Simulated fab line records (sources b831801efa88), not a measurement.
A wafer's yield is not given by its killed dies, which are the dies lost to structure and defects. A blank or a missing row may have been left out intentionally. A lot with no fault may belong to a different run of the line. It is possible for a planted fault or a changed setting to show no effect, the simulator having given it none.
Struck lot and sound lot, side by side ; flow sky130 ; 15 steps out of a route of 708
Sound: wafers L371.1, L371.2, L371.5. Struck: wafer L378.4 (L378.1, L378.6, from the same lot, were not struck and are left out); the cause is given at the end.
Order at every step that has rows: each side's tool, ch and its chambers, its first start. Under that, the readings that differ: sound wafers ; struck wafers ; difference of the means ; sigmas: that difference in standard deviations of wafers without a fault.
alike: same words and numbers on both sides, and readings whose means sit less than 2 such deviations apart. not compared: any withheld reading, any reading some wafer has no value for, any bound like >300 that may hide the same value, and any number with overlapping values for which the record gives no deviation.
A row with sigmas, a row that says differs or no value, or rows on one side alone: a step with any of these is where the two part. Numbers that have no deviation but don't overlap get no sigmas and don't part them. A reading missing from all wafers of one side parts the sides only when that side holds two or more wafers.

first, 8 steps without rows for these wafers: SKY_FIELD_ISO_DEHYDRATE_05 (time 60 s); SKY_FIELD_ISO_HMDS_06 (prime time 60 s); SKY_FIELD_ISO_COAT_07 (resist thk 60 nm); SKY_FIELD_ISO_COAT_08 (resist thk 450 nm); SKY_FIELD_ISO_SOFTBAKE_09 (time 90 s); SKY_FIELD_ISO_EXPOSE_10 (exposes mask FOM, target cd 150 nm); SKY_FIELD_ISO_PEB_11; SKY_FIELD_ISO_DEVELOP_12 (develop time 60 s).
SKY_FIELD_ISO_CD_MEAS_13: target cd 150 nm.
  struck on cd sem-01, day 5 05:54; sound on cd sem-02, day 3 17:34
  alike: cd nm
SKY_FIELD_ISO_ETCH_14: etches BARC in N2/H2, stops on SiO2, time 45.9 s, target depth 60 nm.
  sound on rie diel-01 ch 1,2,3, day 3 17:41; struck on rie diel-01 ch 3, day 5 06:01
  alike: drypump motor current A, oes product au, run length s, throttle valve pct
  not compared: rf hours counter h
SKY_FIELD_ISO_ETCH_15: etches the open film in CHF3/O2, stops on Si, target depth 180 nm, time 72 s.
  sound on rie diel-01 ch 1,2,3, day 3 17:44; struck on rie diel-01 ch 3, day 5 06:04
  alike: drypump motor current A, oes product au, run length s, throttle valve pct
  not compared: rf hours counter h
SKY_FIELD_ISO_STRIP_16: strips in O2/N2.
  sound on plasma asher-01 ch 0,1, day 3 17:47; struck on plasma asher-01 ch 1, day 5 06:07
  alike: drypump motor current A, oes product au, strip time to endpoint s
  not compared: rf hours counter h
SKY_FIELD_ISO_ETCH_17: etches Si in HBr/Cl2/O2, target depth 342 nm, time 97.7 s.
  sound on rie si-01 ch 1,3, day 3 17:53; struck on rie si-02 ch 2, day 5 06:13
reading;sound;struck;difference;sigmas
drypump motor current A (A);5.08 5.80 5.08;5.94;+0.62;+2
run length s (s);125.8 125.7 126.2;113.3;-12.6;-29
model.FIELD_ISO.feature depth nm (nm);337.4 344.8 335.5;302;-37;
model.etch.depth nm (nm);337.4 344.8 335.5;302;-37;
  alike: oes product au, throttle valve pct
  not compared: rf hours counter h
then, 1 step without rows for these wafers: SKY_FIELD_ISO_WET_ETCH_18 (etches Si3N4 in H3PO4, target depth 25 nm, time 286 s).
-- the record jumps here: 44 days lie between the struck wafers' starts before and after (it left off in module FIELD_ISO and takes up again in module PAD_OPEN, whose first step shown is number 708 of the route) --
SKY_PAD_OPEN_PROBE_99:
  struck on prober-01, day 49 09:05; sound on prober-02, day 47 16:20
reading;sound;struck;difference;sigmas
model.etest.res_p_drift_20v.line ohm um;1.112e+04 1.153e+04 1.104e+04;9227;-2003;
model.etest.res_p_drift_20v.rs ohm sq;9208 9655 9170;7647;-1697;
model.etest.pfet_16v.r on ohm um;1.504e+04 1.535e+04 1.499e+04;1.419e+04;-9.367e+02;
model.etest.res iso pwell.rs ohm sq;2827 2969 2809;2457;-411;
model.etest.res iso pwell.line ohm um;1068 1110 1058;925.3;-153.4;
model.etest.res nwell.line ohm um;1148 1178 1139;1025;-130;
model.etest.res nwell.rs ohm sq;955 992.3 958.9;850.2;-118.5;
model.etest.pfet_16v.drive ua um;243.5 244.5 247.7;249.3;+4.1;
  alike: killed_at_M0_to_M3, killed_at_M4_up, killed at contacts, killed at front end, killed at other, killed dies, killed open, killed short

== WHERE THEY PART ==
Only at SKY_FIELD_ISO_ETCH_17, as far as this record shows. Later steps at which nothing parts them and some readings are alike: SKY_PAD_OPEN_PROBE_99.

WHY: whatever the simulator had introduced
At SKY_FIELD_ISO_ETCH_17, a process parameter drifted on rie si-02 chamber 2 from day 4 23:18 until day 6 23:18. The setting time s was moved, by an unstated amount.
